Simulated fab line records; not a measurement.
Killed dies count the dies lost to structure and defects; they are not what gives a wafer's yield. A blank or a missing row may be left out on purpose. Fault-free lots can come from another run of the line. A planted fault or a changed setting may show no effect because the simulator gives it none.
2 desks looking at one fault + flow sfq_line + what lay behind the numbers comes last; until then each desk has only its own

## FOR THE TOOL OWNER'S DESK: pvd_sputter-04
The tool's own readings at SFQ_TRILAYER_L0_DEP_SPUTTER_003 (material MoNx KI, target thk 40 nm, time 100 s): means of the sampled wafers that have a number, for each lot that ran on this tool. A lot is out of limits, marked OUT, if its mean lies more than 4 standard deviations from the usual mean; the brackets give that distance.
Columns: A = throttle_valve_pct at SFQ_TRILAYER_L0_DEP_SPUTTER_003, usual 30.1 %
| lot  | first seen here | A    |
|------|-----------------|------|
| L767 | day 2 18:29     | 30.7 |
| L771 | day 3 14:29     | 30.1 |
| L772 | day 3 19:32     | 30.0 |
| L775 | day 4 10:29     | 30.7 |
This desk's verdict: no lot among the 4 shows anything out of limits.

## AT THE METROLOGY DESK
What the gauges read, lot by lot, whatever tool the lot ran on: means of the sampled wafers that have a number. A lot is out of limits, marked OUT, if its mean lies more than 4 standard deviations from the usual mean; the brackets give that distance.
Columns: A = L0_MONX_KI_RS at SFQ_L0_RS_MEAS_901, usual 43.6 ohm/sq; B = L0_MONX_KI_THK at SFQ_L0_THK_MEAS_902, usual 38.7 nm; C = R5_OVL at SFQ_R5_OVL_MEAS_935, usual -2 nm
| lot  | first seen here | A              | B               | C  |
|------|-----------------|----------------|-----------------|----|
| L761 | day 1 12:34     | 44.3           | 38.0            | -3 |
| L762 | day 1 17:34     | 43.4           | 38.8            | -3 |
| L763 | day 1 22:35     | 44.2           | 38.2            | -3 |
| L767 | day 2 18:36     | 43.1           | 39.1            | -3 |
| L771 | day 3 14:34     | 50.7 (+14) OUT | 34.5 (-7.9) OUT | -8 |
| L772 | day 3 19:38     | 54.4 (+21) OUT | 32.2 (-12) OUT  | -2 |
| L775 | day 4 10:35     | 50.4 (+13) OUT | 34.8 (-7.3) OUT | 1  |
| L776 | day 4 15:35     | 43.4           | 38.6            | -4 |
| L777 | day 4 20:34     | 43.1           | 39.3            | -3 |
| L779 | day 5 06:34     | 43.9           | 38.7            | -6 |
| L780 | day 5 11:34     | 43.9           | 38.9            | -4 |
| L781 | day 5 16:34     | 43.6           | 38.2            | -2 |
| L782 | day 5 21:34     | 44.0           | 38.0            | 4  |
| L783 | day 6 02:35     | 43.3           | 39.2            | 7  |
| L784 | day 6 07:35     | 43.6           | 39.1            | 1  |
Per this desk, out of limits: L771, L772, L775; the first was L771, day 3 14:34 (L0_MONX_KI_RS at SFQ_L0_RS_MEAS_901). L761, L762, L763, L767, L776, L777, L779, L780, L781, L782, L783, L784: within limits.

## ALL TOGETHER
An alarm was possible from the metrology desk at day 3 14:34, on L771, L772, L775.
The desk of the tool owner found nothing out of limits.
On record at the tool owner's desk: L771, L772, L775, within its limits.
On pvd_sputter-04, each named lot ran SFQ_TRILAYER_L0_DEP_SPUTTER_003.

## WHAT HAD BEEN PUT IN BY THE SIMULATOR
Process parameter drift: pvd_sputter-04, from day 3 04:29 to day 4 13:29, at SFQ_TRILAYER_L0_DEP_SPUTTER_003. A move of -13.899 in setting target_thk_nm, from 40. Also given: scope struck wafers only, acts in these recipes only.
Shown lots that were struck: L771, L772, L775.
Per desk, hours elapsed from the start of the fault to the first reading out of limits: for the metrology desk, 10.
